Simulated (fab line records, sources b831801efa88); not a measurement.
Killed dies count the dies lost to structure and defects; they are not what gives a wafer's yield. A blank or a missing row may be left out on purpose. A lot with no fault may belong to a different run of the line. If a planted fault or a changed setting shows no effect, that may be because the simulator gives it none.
Comparing a struck lot with a sound one ; flow sky130 ; 33 steps out of a route of 708
Sound: these wafers, L155.1, L155.2, L155.5. Wafers struck: L151.2, L151.5, L151.6. Last of all comes the cause.
For every step that has rows: the tool of each side, followed by ch and its chambers, followed by its first start. Under that, the readings that differ: sound wafers ; struck wafers ; difference of the means ; sigmas: that difference in standard deviations of wafers without a fault.
alike: a reading whose means differ by less than 2 such deviations, as well as words and numbers matching on both sides. not compared: withheld readings; readings where some wafer has no value; bounds like >300 that might hide an equal value; numbers whose values overlap and for which the record gives no deviation.
Wherever a step has rows on one side only, a row that says differs or no value, or a row with sigmas, the two part there. Non-overlapping numbers with no deviation appear without sigmas and do not part them. Lack of a reading on every wafer of one side parts them only where that side has two or more wafers.

first, 3 steps without rows for these wafers: SKY_VT_ADJUST_HVTR_EXPOSE_04 (exposes mask HVTRM, target cd 380 nm); SKY_VT_ADJUST_HVTR_PEB_05; SKY_VT_ADJUST_HVTR_DEVELOP_06 (develop time 60 s).
SKY_VT_ADJUST_HVTR_CD_MEAS_07 targets a cd of 380 nm.
  sound on cd sem-01 at day 11 10:32; struck on cd sem-01 at day 10 08:20
  alike: cd nm
SKY_VT_ADJUST_HVTR_OVL_MEAS_08:
  sound on overlay-02 at day 11 10:40; struck on overlay-02 at day 10 08:27
  alike: VT_ADJUST_HVTR_OVL
following that, these wafers have no rows for 1 step: SKY_VT_ADJUST_HVTR_IMPLANT_09.
SKY_VT_ADJUST_HVTR_STRIP_10: strips in O2/N2.
  sound on plasma asher-03 ch 0,1, day 11 10:51; struck on plasma asher-01 ch 0,1, day 10 08:40
  alike: drypump motor current A, oes product au, strip time to endpoint s
  not compared: rf hours counter h
SKY_VT_ADJUST_HVTR_TW_MEAS_11:
  sound on film metro-02 at day 11 10:57; struck on film metro-04 at day 10 08:46
  alike: VT_ADJUST_HVTR_TW
then, 4 steps without rows for these wafers: SKY_VT_ADJUST_PCH_DEHYDRATE_00 (time 60 s); SKY_VT_ADJUST_PCH_HMDS_01 (prime time 60 s); SKY_VT_ADJUST_PCH_COAT_02 (resist thk 3000 nm); SKY_VT_ADJUST_PCH_SOFTBAKE_03.
SKY_VT_ADJUST_PCH_EXPOSE_04: exposes mask NWM, target cd 840 nm.
  sound on iline stepper-01 ch 0, day 11 22:16; struck on iline stepper-02 ch 0, day 10 19:58
reading;sound;struck;difference;sigmas
mask;NWM#0 NWM#0 NWM#0;TUNM#0 TUNM#0 TUNM#0;differs;
then, 2 steps without rows for these wafers: SKY_VT_ADJUST_PCH_PEB_05; SKY_VT_ADJUST_PCH_DEVELOP_06 (develop time 60 s).
SKY_VT_ADJUST_PCH_OVL_MEAS_07:
  sound on overlay-01 at day 12 10:23; struck on overlay-02 at day 11 08:00
reading;sound;struck;difference;sigmas
VT_ADJUST_PCH_OVL (nm);1.0 2.6 1.5;- - -;no value on the struck wafers;
following that, these wafers have no rows for 1 step: SKY_VT_ADJUST_PCH_IMPLANT_08.
SKY_VT_ADJUST_PCH_STRIP_09: strips in O2/N2.
  sound on plasma asher-03 ch 0,1, day 12 10:35; struck on plasma asher-03 ch 0,1, day 11 08:11
  alike: drypump motor current A, oes product au, strip time to endpoint s
  not compared: rf hours counter h
SKY_VT_ADJUST_PCH_TW_MEAS_10:
  sound on film metro-03 at day 12 10:41; struck on film metro-03 at day 11 08:17
reading;sound;struck;difference;sigmas
VT_ADJUST_PCH_TW;142.6 143.0 142.6;30.3 30.4 30.3;-112.4;-99 or more
then, 7 steps without rows for these wafers: SKY_SONOS_TUNNEL_DEHYDRATE_00 (time 60 s); SKY_SONOS_TUNNEL_HMDS_01 (prime time 60 s); SKY_SONOS_TUNNEL_COAT_02 (resist thk 1140 nm); SKY_SONOS_TUNNEL_SOFTBAKE_03 (time 60 s); SKY_SONOS_TUNNEL_EXPOSE_04 (exposes mask TUNM, target cd 410 nm); SKY_SONOS_TUNNEL_PEB_05; SKY_SONOS_TUNNEL_DEVELOP_06 (develop time 60 s).
SKY_SONOS_TUNNEL_CD_MEAS_07 targets a cd of 410 nm.
  sound on cd sem-01 at day 13 11:26; struck on cd sem-01 at day 12 07:04
  alike: cd nm
SKY_SONOS_TUNNEL_OVL_MEAS_08:
  sound on overlay-01 at day 13 11:33; struck on overlay-01 at day 12 07:11
  alike: SONOS_TUNNEL_OVL
then, 3 steps without rows for these wafers: SKY_SONOS_TUNNEL_IMPLANT_09; SKY_SONOS_TUNNEL_WET_ETCH_10 (etches SiO2 in dHF, target depth 14 nm, time 280 s); SKY_SONOS_TUNNEL_STRIP_11 (strips in SPM, time 600 s).
SKY_SONOS_TUNNEL_TW_MEAS_12:
  sound on film metro-02 at day 13 12:01; struck on film metro-03 at day 12 07:38
reading;sound;struck;difference;sigmas
SONOS_TUNNEL_TW;197.6 198.4 197.3;213.1 211.5 213.1;+14.8;+15
then, 1 step without rows for these wafers: SKY_SONOS_TUNNEL_CLEAN_13 (cleans in dHF, time 20 s).

## WHERE THEY PART
First at SKY_VT_ADJUST_PCH_EXPOSE_04; last, within this record, at SKY_SONOS_TUNNEL_TW_MEAS_12.

WHY: what had been put in by the simulator
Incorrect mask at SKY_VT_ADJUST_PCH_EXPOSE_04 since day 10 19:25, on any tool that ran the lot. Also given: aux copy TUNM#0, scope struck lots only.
